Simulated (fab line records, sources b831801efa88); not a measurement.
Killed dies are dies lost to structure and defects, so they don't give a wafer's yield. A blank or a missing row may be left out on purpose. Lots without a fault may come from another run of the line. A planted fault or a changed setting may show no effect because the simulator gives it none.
One fault seen from 2 desks | flow gf180mcu | each desk has only its own numbers; what lay behind them comes last

THE METROLOGY DESK
What the gauges read, lot by lot, whatever tool the lot ran on: means of the sampled wafers that have a number. A lot is out of limits, marked OUT, if its mean lies more than 4 standard deviations from the usual mean; the brackets give that distance.
Columns: A = cd_nm at GF_M1_CD_MEAS_14, usual 230.0 nm; B = V1_W_RS at GF_V1_RS_MEAS_24, usual 0.331 ohm/sq
lot  | first seen here | A     | B
L643 | day 17 07:00    | 230.4 | 0.331
L644 | day 17 21:23    | 230.8 | 0.333
L645 | day 18 03:26    | 230.7 | 0.336
L646 | day 18 09:29    | 230.1 | 0.326
L647 | day 19 00:59    | 229.1 | 0.327
L648 | day 19 04:38    | 228.5 | 0.328
L649 | day 19 16:21    | 230.5 | 0.341
L655 | day 21 22:43    | 230.5 | 0.332
L657 | day 22 14:05    | 228.1 | 0.336
L658 | day 23 00:03    | 229.9 | 0.328
L659 | day 23 13:05    | 229.6 | 0.332
L661 | day 23 21:22    | 230.9 | 0.332
L665 | day 25 07:56    | 232.4 | 0.330
This desk's finding: nothing out of limits on any of the 13 lots.

THE TOOL OWNER'S DESK: rie_diel-04
The tool's own readings at GF_V1_ETCH_16 (etches BARC in N2/H2): means of the sampled wafers that have a number, for each lot that ran on this tool. A lot is out of limits, marked OUT, if its mean lies more than 4 standard deviations from the usual mean; the brackets give that distance.
Columns: A = drypump_motor_current_A at GF_V1_ETCH_16, usual 5.88 A; B = oes_product_au at GF_V1_ETCH_16, usual 0.855 a.u.; C = rf_fwd_power_W at GF_V1_ETCH_16, usual 495.5 W; D = throttle_valve_pct at GF_V1_ETCH_16, usual 13.225 %
lot  | first seen here | A    | B     | C               | D
L647 | day 20 02:40    | 5.59 | 0.854 | 495.3           | 13.227
L649 | day 20 17:43    | 5.52 | 0.855 | 494.0           | 13.220
L655 | day 22 23:13    | 5.60 | 0.855 | 532.8 (+18) OUT | 13.224
L665 | day 26 05:37    | 5.81 | 0.851 | 495.5           | 13.220
This desk's finding: out of limits on L655; first on L655, day 22 23:13 (rf_fwd_power_W at GF_V1_ETCH_16). In limits: L647, L649, L665.

PUT TOGETHER
The tool owner's desk could have raised an alarm at day 22 23:13, on L655.
The metrology desk saw nothing out of limits.
The metrology desk has L655 on record, within its limits.
Of the lots named, all ran GF_V1_ETCH_16 on rie_diel-04.

WHAT THE SIMULATOR HAD PUT IN
Process parameter drift: rie_diel-04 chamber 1, from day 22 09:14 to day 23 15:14, at GF_V1_ETCH_16. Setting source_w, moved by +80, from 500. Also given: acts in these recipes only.
Lots struck among those shown: L655.
Hours from the fault's start to each desk's first reading out of limits: the tool owner's desk, 14.
